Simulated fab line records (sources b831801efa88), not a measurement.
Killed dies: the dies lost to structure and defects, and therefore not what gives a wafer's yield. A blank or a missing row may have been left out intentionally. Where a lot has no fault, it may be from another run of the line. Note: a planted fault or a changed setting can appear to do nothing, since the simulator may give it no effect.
The tool behind it: which one? :: flow sky130 :: 6 lots with 17 wafers sampled at 3 steps, on a route of 708 steps

== WHAT THE GAUGES READ, wafer by wafer ==
SKY_LDD_P_CD_MEAS_07 targets a cd of 380 nm.
lot: L342
measured: day 19 15:43
on: cd sem-02
cd nm (nm): 378.3 380.1 379.2

lot: L346
measured: day 21 09:20
on: cd sem-02
cd nm (nm): 377.3 377.5 376.2

lot: L350
measured: day 22 17:07
on: cd sem-02
cd nm (nm): 381.0 422.4

lot: L356
measured: day 24 21:29
on: cd sem-01
cd nm (nm): 379.5 378.5 379.4

lot: L359
measured: day 25 22:05
on: cd sem-02
cd nm (nm): 380.5 376.6 379.8

lot: L361
measured: day 26 14:42
on: cd sem-02
cd nm (nm): 381.9 379.5 380.6

== EACH LOT AND THE TOOL THAT RAN IT (in order: tool; ch and the chambers of the sampled wafers; start) ==
lot: L342
SKY_SONOS_ONO_ETCH_15: rie diel-03 ch 0,3, day 13 04:46
SKY_LDD_P_DEVELOP_06: litho track-03 ch 0, day 19 15:34

lot: L346
SKY_SONOS_ONO_ETCH_15: rie diel-01 ch 1,2,3, day 14 16:58
SKY_LDD_P_DEVELOP_06: litho track-02 ch 0, day 21 09:11

lot: L350
SKY_SONOS_ONO_ETCH_15: rie diel-03 ch 1,2, day 15 23:40
SKY_LDD_P_DEVELOP_06: litho track-02 ch 0, day 22 16:59

lot: L356
SKY_SONOS_ONO_ETCH_15: rie diel-03 ch 0,2,3, day 18 01:07
SKY_LDD_P_DEVELOP_06: litho track-03 ch 0, day 24 21:20

lot: L359
SKY_SONOS_ONO_ETCH_15: rie diel-02 ch 0,2,3, day 19 07:13
SKY_LDD_P_DEVELOP_06: litho track-02 ch 0, day 25 21:56

lot: L361
SKY_SONOS_ONO_ETCH_15: rie diel-02 ch 0,1, day 19 19:46
SKY_LDD_P_DEVELOP_06: litho track-01 ch 0, day 26 14:34
- SKY_SONOS_ONO_ETCH_15: etches the open film in CHF3/O2, target depth 19.52 nm, time 7.8 s.
- SKY_LDD_P_DEVELOP_06: develop time 60 s.

== THE ANSWER, worked out from the rows above alone ==
Rule: what is usual is taken from the lots themselves. Put in order of their means at a reading, lots are off if they are a third of the lots or fewer, leave a main group of 4 or more, and stand apart from it by a gap of 3 or more times the standard deviation of the main group's means; of several such gaps the widest counts. If all means in a main group match to the digits the tables above print for the reading, that group is not used. A lot without any number at a reading at which 4 lots or more have one is off too. All remaining lots with rows at the step are treated as sound.
Off, at SKY_LDD_P_CD_MEAS_07 on cd nm: L350. Mean 379.0 nm and standard deviation 1.2 in the main group.
A tool fits if, at a process step before that reading, it ran every lot that is off, and no sound lot after the first of them. The gauges at SKY_LDD_P_CD_MEAS_07 are tried like those tools. Of those tried, none fits.

== WHAT THE SIMULATOR PUT IN ==
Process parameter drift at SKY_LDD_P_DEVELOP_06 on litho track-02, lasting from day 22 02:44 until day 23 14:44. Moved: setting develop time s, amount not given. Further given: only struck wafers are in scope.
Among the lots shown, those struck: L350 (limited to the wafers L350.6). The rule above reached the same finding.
